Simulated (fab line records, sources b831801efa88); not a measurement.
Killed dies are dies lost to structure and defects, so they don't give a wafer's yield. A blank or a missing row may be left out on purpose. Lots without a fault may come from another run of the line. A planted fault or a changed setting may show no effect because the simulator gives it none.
Which tool did it? | flow gf180mcu | 14 lots, 42 wafers sampled, at 1 step of a route of 602

WHAT THE GAUGES READ, wafer by wafer
GF_V1_OVL_MEAS_15. Usual: V1_OVL 0 nm, standard deviation 6.2.
lot  | measured     | on         | V1_OVL (nm) | flag
L127 | day 18 02:23 | overlay-01 | -1 6 -3     |
L130 | day 19 02:23 | overlay-01 | -7 -9 -9    |
L132 | day 20 05:05 | overlay-02 | -10 -17 -6  |
L135 | day 21 08:03 | overlay-01 | 4 6 12      |
L137 | day 22 04:11 | overlay-01 | -4 -6 6     |
L138 | day 22 10:52 | overlay-01 | 2 4 2       |
L139 | day 22 19:35 | overlay-01 | 0 -6 -8     |
L140 | day 23 03:31 | overlay-02 | 3 6 -2      |
L143 | day 23 23:26 | overlay-02 | 8 4 -5      |
L146 | day 25 00:36 | overlay-01 | -6 3 -8     |
L147 | day 25 09:50 | overlay-01 | 3 -3 10     |
L148 | day 25 10:10 | overlay-01 | -1 10 3     |
L149 | day 25 16:50 | overlay-02 | -4 0 4      |
L150 | day 26 03:02 | overlay-02 | -1 1 3      |

WHICH TOOL RAN EACH LOT (tool, then ch and the chambers of the sampled wafers, then the start)
The record holds no process step before these readings.

WHAT THE TOOLS THEMSELVES READ (means of the sampled wafers that have a number; where no wafer has one, the mark that the record gives instead)
The record holds no such reading with a usual standard deviation.

THE ANSWER, worked out from the rows above alone
Rule: a lot is off if the mean of its wafers that have a number lies more than 3 standard deviations from the usual mean. A lot without any number at a reading at which 4 lots or more have one is off too. The other lots that the step has rows for count as sound. The gauges are gone through in route order, then the tools' own readings, and for those a lot's mean is taken as printed above. The first step at which some lot is off is used, and at that step the reading that is off furthest; a lot without a number counts as furthest.
No lot is off at any reading shown: from this, nothing can be told.

WHAT THE SIMULATOR HAD PUT IN
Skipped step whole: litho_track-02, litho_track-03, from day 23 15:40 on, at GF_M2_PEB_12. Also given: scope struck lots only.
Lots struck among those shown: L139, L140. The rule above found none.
